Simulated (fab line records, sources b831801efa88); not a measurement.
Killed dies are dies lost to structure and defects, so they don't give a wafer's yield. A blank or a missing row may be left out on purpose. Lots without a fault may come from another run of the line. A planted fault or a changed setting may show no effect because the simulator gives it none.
Problem report in the 8D (eight disciplines) form, filled by code | flow sfq_line | the parts of the form that need people (team, actions taken, sign-off) are left out

1. THE PROBLEM
thk_nm at SFQ_TRILAYER_I6_METRO_MEASURE_167 reads a mean of 219.8 nm on 2 wafers of 2 lots; wafers without a fault read 199.3 nm with a standard deviation of 0.91. That is +22 standard deviations from the usual mean.
First seen on wafer L703.5, day 78 05:25, on film_metro-02. The record holds 41 wafers of 14 lots with a number at this step. Rule for "out", or "out of limits": more than 4 standard deviations from the usual mean. The other wafers with a number count as sound.

2. WHAT IT IS AND WHAT IT IS NOT
question                    | is                           | is not
which readings at this step | thk_nm                       | -
which lots                  | L703, L704                   | L695, L696, L697, L698, L699, L700, L710, L712, L713, L714, L715, L718
which wafers of those lots  | L703.5, L704.5               | L703.4, L704.4, L704.6
read on which tools         | film_metro-02, film_metro-03 | film_metro-01
when                        | from day 78 05:25            | up to then (19 sound wafers); but 20 sound wafers of L704, L710, L712, L713, L714, L715, L718 came after

3. SUSPECTS, AND WHAT RULES EACH OUT
Counting: a tool at a process step up to the reading stays a suspect if it ran every lot that is out. Sound lots after the first of them don't rule it out here, since some wafers of a struck lot are sound.
- cmp-01 at SFQ_TRILAYER_I6_CMP_CMP_166 (polishes SiO2): kept. It ran every lot that is out, first L703 (day 78 01:42); its last sound lot up to then is L700 (day 77 08:44).
Left after counting: cmp-01 at SFQ_TRILAYER_I6_CMP_CMP_166.

4. THE CAUSE (what the simulator had put in)
Process parameter drift: cmp-01, from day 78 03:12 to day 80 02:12, at SFQ_TRILAYER_I6_CMP_CMP_166. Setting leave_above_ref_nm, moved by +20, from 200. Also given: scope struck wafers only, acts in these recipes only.
Counting left only this tool.

5. THE CHAIN OF EFFECTS, in route order
Each row: a reading whose mean over the struck wafers that have a number lies more than 3 standard deviations from the usual. Only readings for which the record gives a usual standard deviation are gone through. hours: the time from each lot's start at the first step in this table that gives one to its start at this step, as a median over the lots. sigmas: the change in usual standard deviations.
hours | step                                  | reading        | usual      | on struck wafers | change | sigmas
0     | SFQ_TRILAYER_I6_METRO_MEASURE_167     | thk_nm         | 199.3 nm   | 219.8            | +20.4  | +22
80    | SFQ_TRILAYER_I6_VIA_ETCH_VIA_ETCH_172 | oes_product_au | 0.853 a.u. | 0.903            | +0.050 | +10
The process steps in it:
- SFQ_TRILAYER_I6_METRO_MEASURE_167
- SFQ_TRILAYER_I6_VIA_ETCH_VIA_ETCH_172: etches SiO2 in CHF3, stops on Nb, target depth 260 nm.

6. WHAT WOULD HAVE CAUGHT IT SOONER
In this record the first reading out of limits was taken at day 78 05:25, 2 hours after the fault began at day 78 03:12.
Of the tool readings at SFQ_TRILAYER_I6_CMP_CMP_166 for which the record gives a usual standard deviation, none was out on any struck wafer, so an alarm limit of 4 standard deviations on them would not have fired.
Of the lots that are out (2), L704 began SFQ_TRILAYER_I6_CMP_CMP_166 on cmp-01 after day 78 05:25. A hold on the tool at that time would have spared it.
